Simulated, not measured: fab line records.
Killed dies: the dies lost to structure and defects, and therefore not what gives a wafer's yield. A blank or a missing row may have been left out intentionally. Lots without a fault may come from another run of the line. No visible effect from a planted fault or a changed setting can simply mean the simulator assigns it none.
fab line records	flow sky130
record: lots: 6	wafers: 17	last_day: 50
route steps=708 shown LI_CONTACT@371
lots untouched by any fault: they come from a run of this same line in which no faults occurred
start_h: the number of hours between the record's first day and the start of the first shown wafer of the lot	wait_h: time in hours since the lot's previous step	" identical to the entry in the row above	L1.1+2: one row covering several wafers at once	- value missing, or start not given	* or withheld: withheld	< > ~ a bound
route shown NAME@n: NAME is a module with steps in the file, n the number in the route of the first one	usual: mean and standard deviation over wafers with no fault	same: alike in all rows	chamber/n: place in a boat	sites: readings site by site	_std_site: the standard deviation of these	_edge_site: the outer-site mean with the inner-site mean subtracted	radius_mm: for every site, how far away it sits from the centre of the wafer	mask NAME#n: copy n	behind: tool/chamber where the wafer was last shaped	hold: why the lot was held/for how many hours/how that ended	device: transistor that didn't switch, given as n, p or np	end of line: tests run on the same wafers once the route is complete	where a step has no rows: the recipe by itself	killed: the dies lost at the first sort to structure and to defects; this is not the yield of the wafer	map: a wafer's dies, marking killed ones x, the rest . and places with no die _
set.NAME: the run value of the setting; set.NAME@STEP: its run value at that earlier step	model.NAME: the simulator's own value behind a step, which no gauge read
a table for each step, a row for each wafer; lots at some steps of the route
services: a tool's chamber out of use, with start hour (start_h, from the record's first day; less than 0 if before it), hours out, and reason
== steps ==
step: SKY_LI_CONTACT_EXPOSE_09
recipe: mask_id: LICM1	na: 0.8	source_shape: annular	sigma_inner: 0.55	sigma_outer: 0.85	target_cd_nm: 170	dose_mj: 38
step: SKY_LI_CONTACT_PEB_10
recipe: peb_temp_c: withheld	peb_time_s: withheld	resist: KrF-thick
step: SKY_LI_CONTACT_DEVELOP_11
recipe: develop_time_s: 60	resist: KrF-thick	dev_temp_c: 21
step: SKY_LI_CONTACT_CD_MEAS_12
recipe: target_cd_nm: 170
usual: cd_nm: 170.1/1.6
lot.wafer	tool	chamber	start_h	wait_h	cd_nm
L193.3	cd_sem-01	-	700.39	-	168.2
L193.4	"	-	"	"	166.8
L193.5	"	-	"	"	167.7
L198.2	cd_sem-02	-	738.37	-	173.4
L198.3	"	-	"	"	172.5
L198.6	"	-	"	"	173.4
L199.3	cd_sem-01	-	742.46	-	169.4
L199.5	"	-	"	"	168.0
L199.6	"	-	"	"	167.7
L205.1	cd_sem-02	-	782.72	-	172.6
L205.2	"	-	"	"	171.8
L205.4	"	-	"	"	171.5
L206.1	cd_sem-01	-	789.70	-	170.3
L206.3	"	-	"	"	170.5
L214.2	cd_sem-01	-	846.89	-	170.0
L214.3	"	-	"	"	167.9
L214.6	"	-	"	"	169.5
step: SKY_LI_CONTACT_OVL_MEAS_13
usual: LI_CONTACT_OVL: 0/5.3
lot.wafer	tool	chamber	start_h	wait_h	LI_CONTACT_OVL[nm]
L193.3	overlay-01	-	700.48	0.1	5
L193.4	"	-	"	"	-8
L193.5	"	-	"	"	-1
L198.2	overlay-01	-	738.47	0.1	-7
L198.3	"	-	"	"	2
L198.6	"	-	"	"	3
L199.3	overlay-02	-	742.55	0.1	-2
L199.5	"	-	"	"	-8
L199.6	"	-	"	"	-1
L205.1	overlay-01	-	782.84	0.1	-5
L205.2	"	-	"	"	-4
L205.4	"	-	"	"	-4
L206.1	overlay-02	-	789.82	0.1	3
L206.3	"	-	"	"	6
L214.2	overlay-01	-	847.00	0.1	6
L214.3	"	-	"	"	-2
L214.6	"	-	"	"	9
step: SKY_LI_CONTACT_ETCH_14
recipe: chemistry: N2/H2	target: BARC	ion_energy_ev: 200	source_w: 500	bias_w: 100	pressure_mtorr: 30	n2_flow_sccm: 100	h2_flow_sccm: 200	stop_on: SiO2	time_s: 45.9	target_depth_a: 600
usual: drypump_motor_current_A: 5.6/0.54	n2_flow_sccm: 99.98/0.29	oes_product_au: 0.855/0.0047	throttle_valve_pct: 13.225/0.0092
lot.wafer	tool	chamber	start_h	wait_h	drypump_motor_current_A	n2_flow_sccm	oes_product_au	rf_hours_counter_h	throttle_valve_pct
L193.3	rie_diel-03	1	700.50	0.0	5.4	99.53	0.859	34	13.216
L193.4	"	0	"	"	4.7	99.77	0.854	7	13.218
L193.5	"	2	"	"	4.9	100.20	0.852	-	13.221
L198.2	rie_diel-03	3	738.50	0.0	6.4	99.88	0.856	9	13.230
L198.3	"	0	"	"	4.7	100.13	0.858	8	13.223
L198.6	"	2	"	"	4.9	100.32	0.852	-	13.242
L199.3	rie_diel-04	3	742.58	0.0	5.7	100.20	0.858	8	13.226
L199.5	"	2	"	"	6.0	99.97	0.858	-	13.223
L199.6	"	3	"	"	5.7	100.01	0.850	-	13.220
L205.1	rie_diel-04	1	782.88	0.0	6.2	99.67	0.859	11	13.224
L205.2	"	2	"	"	6.0	100.07	0.854	9	13.236
L205.4	"	3	"	"	5.7	99.74	0.859	-	13.231
L206.1	rie_diel-04	1	789.85	0.0	6.2	99.99	0.851	11	13.231
L206.3	"	2	"	"	6.0	99.79	0.856	9	13.222
L214.2	rie_diel-03	3	847.03	0.0	6.4	99.90	0.852	13	13.214
L214.3	"	0	"	"	4.7	99.68	0.858	11	13.222
L214.6	"	2	"	"	4.9	100.00	0.859	-	13.219
step: SKY_LI_CONTACT_ETCH_15
recipe: target: PSG	chemistry: C4F8/O2/Ar	stop_on: Si	taper_deg: 4.15	mask_material: KrF-thick	source_w: 1500	bias_w: 1200	pressure_mtorr: 40	c4f8_flow_sccm: withheld	O2_flow_sccm: 6	Ar_flow_sccm: 300	time_s: withheld	target_depth_a: 6000
step: SKY_LI_CONTACT_STRIP_16
recipe: chemistry: O2/N2	power_w: 1400	pressure_mtorr: 1500	platen_temp_c: withheld	o2_flow_sccm: 3000	n2_flow_sccm: 300	overash_fraction: 0.5
usual: drypump_motor_current_A: 5.7/0.34	n2_flow_sccm: 300.2/0.92	oes_product_au: 0.375/0.0045	strip_time_to_endpoint_s: 3.486/0.025
lot.wafer	tool	chamber	start_h	wait_h	drypump_motor_current_A	n2_flow_sccm	oes_product_au	rf_hours_counter_h	strip_time_to_endpoint_s
L193.3	plasma_asher-04	0	700.66	-	6.2	299.2	0.378	-	3.489
L193.4	"	1	"	"	5.7	299.1	0.378	-	3.508
L193.5	"	0	"	"	6.2	299.4	0.375	-	3.490
L198.2	plasma_asher-01	1	738.63	-	5.5	301.0	0.371	33	3.467
L198.3	"	0	"	"	5.1	301.5	0.375	-	3.488
L198.6	"	0	"	"	5.1	299.8	0.371	-	3.480
L199.3	plasma_asher-04	0	742.74	-	6.1	301.2	0.371	-	3.463
L199.5	"	1	"	"	5.6	297.9	0.373	-	3.494
L199.6	"	0	"	"	6.1	300.1	0.373	-	3.434
L205.1	plasma_asher-01	1	783.00	-	5.5	299.8	0.368	37	3.495
L205.2	"	0	"	"	5.2	298.6	0.383	37	3.517
L205.4	"	0	"	"	5.1	299.3	0.370	-	3.503
L206.1	plasma_asher-02	1	789.98	-	5.1	298.9	0.378	5	3.483
L206.3	"	1	"	"	5.2	299.6	0.379	-	3.536
L214.2	plasma_asher-04	0	847.15	-	6.1	298.8	0.373	97	3.478
L214.3	"	1	"	"	5.7	298.4	0.382	-	3.474
L214.6	"	0	"	"	6.2	298.4	0.378	-	3.485
step: SKY_LI_CONTACT_CLEAN_17
recipe: chemistry: NMP	time_s: 600	temp_c: 60	dry: n2_spin
step: SKY_LI_CONTACT_PRE_CLEAN_18
recipe: gas: Ar	time_s: 5.6	bias_v: 358
step: SKY_LI_CONTACT_SPUTTER_19
recipe: material: Ti	target_thk_nm: 20	chamber_pressure_pa: 5	power_w: 2500	substrate_temp_c: 200	time_s: 106.37
usual: substrate_temp_c: 200.00/0.17	throttle_valve_pct: 30.2/0.66
lot.wafer	tool	chamber	start_h	wait_h	substrate_temp_c	throttle_valve_pct
L193.3	pvd_sputter-01	-	700.93	0.0	200.06	31.2
L193.4	"	-	"	"	200.20	28.8
L193.5	"	-	"	"	200.16	29.7
L198.2	pvd_sputter-01	-	738.93	0.0	199.94	28.8
L198.3	"	-	"	"	200.27	30.7
L198.6	"	-	"	"	200.31	30.5
L199.3	pvd_sputter-03	-	743.00	0.0	199.85	30.7
L199.5	"	-	"	"	199.90	30.5
L199.6	"	-	"	"	200.00	30.0
L205.1	pvd_sputter-03	-	783.30	0.0	200.24	30.2
L205.2	"	-	"	"	200.08	30.5
L205.4	"	-	"	"	200.17	30.9
L206.1	pvd_sputter-04	-	790.29	0.0	200.04	28.8
L206.3	"	-	"	"	199.82	29.9
L214.2	pvd_sputter-03	-	847.45	0.0	200.02	30.7
L214.3	"	-	"	"	200.12	30.3
L214.6	"	-	"	"	199.98	30.9
step: SKY_LI_CONTACT_SPUTTER_20
recipe: material: TiN	target_thk_nm: 20	chamber_pressure_pa: 5	power_w: 4000	time_s: 80
usual: throttle_valve_pct: 30.3/0.64
lot.wafer	tool	chamber	start_h	wait_h	throttle_valve_pct
L193.3	pvd_sputter-01	-	701.00	0.0	31.1
L193.4	"	-	"	"	29.1
L193.5	"	-	"	"	29.7
L198.2	pvd_sputter-01	-	739.00	0.0	29.0
L198.3	"	-	"	"	30.7
L198.6	"	-	"	"	30.7
L199.3	pvd_sputter-03	-	743.07	0.0	30.6
L199.5	"	-	"	"	30.5
L199.6	"	-	"	"	29.9
L205.1	pvd_sputter-03	-	783.37	0.0	30.3
L205.2	"	-	"	"	30.6
L205.4	"	-	"	"	30.9
L206.1	pvd_sputter-04	-	790.37	0.0	29.0
L206.3	"	-	"	"	29.6
L214.2	pvd_sputter-03	-	847.53	0.0	30.6
L214.3	"	-	"	"	30.7
L214.6	"	-	"	"	30.6
step: SKY_LI_CONTACT_CVD_21
recipe: material: W	target_thk_nm: 400	time_s: 120.56	temp_c: 400	pressure_torr: 40
usual: heater_power_w: 840/66
lot.wafer	tool	chamber	start_h	wait_h	heater_power_w	model.W_of_LI_CONTACT_CVD_21.thk_nm
L193.3	cvd_w-02	0	701.10	0.1	900	402.2
L193.4	"	1	"	"	876	403
L193.5	"	0	"	"	896	402.2
L198.2	cvd_w-01	0	739.06	0.0	873	402.7
L198.3	"	0	"	"	867	400.5
L198.6	"	0	"	"	893	404.1
L199.3	cvd_w-02	0	743.18	0.1	923	394.9
L199.5	"	0	"	"	913	392.8
L199.6	"	1	"	"	906	393.6
L205.1	cvd_w-01	1	783.44	0.0	752	418.1
L205.2	"	0	"	"	888	389
L205.4	"	0	"	"	867	388.5
L206.1	cvd_w-01	1	790.43	0.0	759	423.9
L206.3	"	1	"	"	734	390.4
L214.2	cvd_w-02	1	847.59	0.0	923	400.3
L214.3	"	1	"	"	915	400.7
L214.6	"	1	"	"	921	399.5
step: SKY_LI_CONTACT_RS_MEAS_22
recipe: thk_meas_gauge: four-point-probe	reads: W_of_LI_CONTACT_CVD_21+TiN_of_LI_CONTACT_SPUTTER_20+Ti_of_LI_CONTACT_SPUTTER_19
usual: LI_CONTACT_W_RS: 0.2871/0.0026
lot.wafer	tool	chamber	start_h	wait_h	hold	LI_CONTACT_W_RS[ohm/sq]
L193.3	film_metro-03	-	701.23	0.1	-	0.2837
L193.4	"	-	"	"	-	0.2832
L193.5	"	-	"	"	-	0.2832
L198.2	film_metro-03	-	739.21	0.1	-	0.2840
L198.3	"	-	"	"	-	0.2849
L198.6	"	-	"	"	-	0.2823
L199.3	film_metro-01	-	743.30	0.1	-	0.2881
L199.5	"	-	"	"	-	0.2891
L199.6	"	-	"	"	-	0.2891
L205.1	film_metro-03	-	783.56	0.1	await_dispo/0.2h/release	0.2728
L205.2	"	-	"	"	await_dispo/0.2h/release	0.2933
L205.4	"	-	"	"	await_dispo/0.2h/release	0.2935
L205.1	film_metro-03	-	783.85	0.3	-	0.2728
L205.2	"	-	"	"	-	0.2928
L205.4	"	-	"	"	-	0.2941
L206.1	film_metro-01	-	790.55	0.1	await_dispo/0.2h/release	0.2684
L206.3	"	-	"	"	await_dispo/0.2h/release	0.2913
L206.1	film_metro-01	-	790.84	0.3	-	0.2680
L206.3	"	-	"	"	-	0.2920
L214.2	film_metro-04	-	847.73	0.1	-	0.2843
L214.3	"	-	"	"	-	0.2836
L214.6	"	-	"	"	-	0.2847
step: SKY_LI_CONTACT_THK_MEAS_23
recipe: thk_meas_gauge: xrf	reads: W_of_LI_CONTACT_CVD_21
usual: LI_CONTACT_W_THK: 403/6.2
lot.wafer	tool	chamber	start_h	wait_h	hold	LI_CONTACT_W_THK[nm]
L193.3	film_metro-03	-	701.33	0.1	-	414
L193.4	"	-	"	"	-	412
L193.5	"	-	"	"	-	414
L198.2	film_metro-03	-	739.32	0.1	-	411
L198.3	"	-	"	"	-	411
L198.6	"	-	"	"	-	415
L199.3	film_metro-01	-	743.40	0.1	-	393
L199.5	"	-	"	"	-	394
L199.6	"	-	"	"	-	392
L205.1	film_metro-03	-	788.68	4.8	await_dispo/0.2h/release	425
L205.2	"	-	"	"	await_dispo/0.2h/release	393
L205.4	"	-	"	"	await_dispo/0.2h/release	392
L205.1	film_metro-03	-	788.91	0.2	-	424
L205.2	"	-	"	"	-	393
L205.4	"	-	"	"	-	394
L206.1	film_metro-01	-	792.55	1.7	await_dispo/0.2h/release	423
L206.3	"	-	"	"	await_dispo/0.2h/release	392
L206.1	film_metro-01	-	792.78	0.2	-	426
L206.3	"	-	"	"	-	394
L214.2	film_metro-04	-	847.84	0.1	-	412
L214.3	"	-	"	"	-	408
L214.6	"	-	"	"	-	409
step: SKY_LI_CONTACT_CMP_24
recipe: stop_on: PSG	t_overpolish_s: 20	down_force_psi: 3.5	platen_rpm: 60	target_thk_nm: 0	pad_velocity_m_s: 0.94248
usual: motor_current_A: 11.0/0.99
lot.wafer	tool	chamber	start_h	wait_h	hold	motor_current_A
L193.3	cmp-01	0	701.47	0.1	-	11.4
L193.4	"	1	"	"	-	10.5
L193.5	"	3	"	"	-	9.3
L198.3	cmp-02	1	739.37	0.0	-	11.5
L198.2	"	0	"	"	-	11.5
L198.6	"	1	"	"	-	11.5
L199.3	cmp-01	0	743.59	0.2	-	11.3
L199.5	"	1	"	"	-	10.3
L199.6	"	2	"	"	-	12.0
L205.1	cmp-01	0	792.13	3.2	await_dispo/3.1h/release	11.9
L205.2	"	2	"	"	await_dispo/3.1h/release	11.9
L205.4	"	3	"	"	await_dispo/3.1h/release	9.3
L206.1	cmp-01	3	795.29	2.5	await_dispo/2.4h/release	8.9
L206.3	"	1	"	"	await_dispo/2.4h/release	10.4
L214.3	cmp-02	2	847.94	0.1	-	10.7
L214.2	"	0	"	"	-	12.3
L214.6	"	2	"	"	-	12.1
== services ==
tool	chamber	start_h	hours	kind
cvd_w-01	-	683.55	14.6	pm
rie_diel-04	1	693.39	6.8	repair
plasma_asher-04	-	698.60	1.9	repair
cmp-01	-	699.72	1.4	repair
cvd_w-01	-	700.39	6.9	pm
pvd_sputter-03	-	705.14	1.5	repair
cvd_w-01	1	707.48	3.2	repair
rie_diel-04	-	708.68	0.3	repair
cmp-01	-	716.52	6.9	pm
cvd_w-01	0	728.48	1.9	repair
cvd_w-02	1	731.05	10.9	repair
rie_diel-04	1	732.00	4.7	repair
pvd_sputter-03	-	736.49	4.8	repair
plasma_asher-04	-	739.16	1.3	repair
cmp-01	-	745.76	4.0	pm
cmp-01	-	745.77	0.9	repair
cvd_w-02	-	755.01	0.9	repair
cmp-01	-	759.12	1.3	repair
rie_diel-03	-	771.29	2.8	pm
rie_diel-03	0	790.85	2.9	repair
plasma_asher-04	-	817.59	1.6	repair
pvd_sputter-01	-	818.68	1.0	repair
rie_diel-03	1	836.31	4.3	repair
plasma_asher-04	-	839.36	3.5	repair
== key ==
first_sign: step: SKY_LI_CONTACT_RS_MEAS_22	reading: visit	direction: added
effect: step: SKY_LI_CONTACT_RS_MEAS_22	reading: LI_CONTACT_W_RS	direction: down	sigmas: 6.3	usual: 0.2871	struck: 0.2706
effect: step: SKY_LI_CONTACT_THK_MEAS_23	reading: visit	direction: added
effect: step: SKY_LI_CONTACT_CMP_24	reading: hold	direction: added
model_effect: step: SKY_LI_CONTACT_CVD_21	value: W_of_LI_CONTACT_CVD_21.thk_nm	without: 394.6	struck: 421
met_at SKY_LI_CONTACT_CVD_21
struck_wafers L205.1,L206.1
tester_left_out L205,L206
onset_between 739.06 783.44
fault: kind: process_parameter_drift	tool: cvd_w-01	chamber: -	onset_h: 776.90	steps: SKY_LI_CONTACT_CVD_21	channel: target_thk_nm	offset: 26.622	shape: step	end_h: 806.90	scope: struck_wafers_only	acts_in: these_recipes_only	stated: 400
tester_left_out: of these lots the tester's yield and bins aren't shown, on N5 and GAA mostly nor the transistor test; their killed dies are dies lost to structure and defects alone, not to doping, threshold or leakage, so they don't give the yield
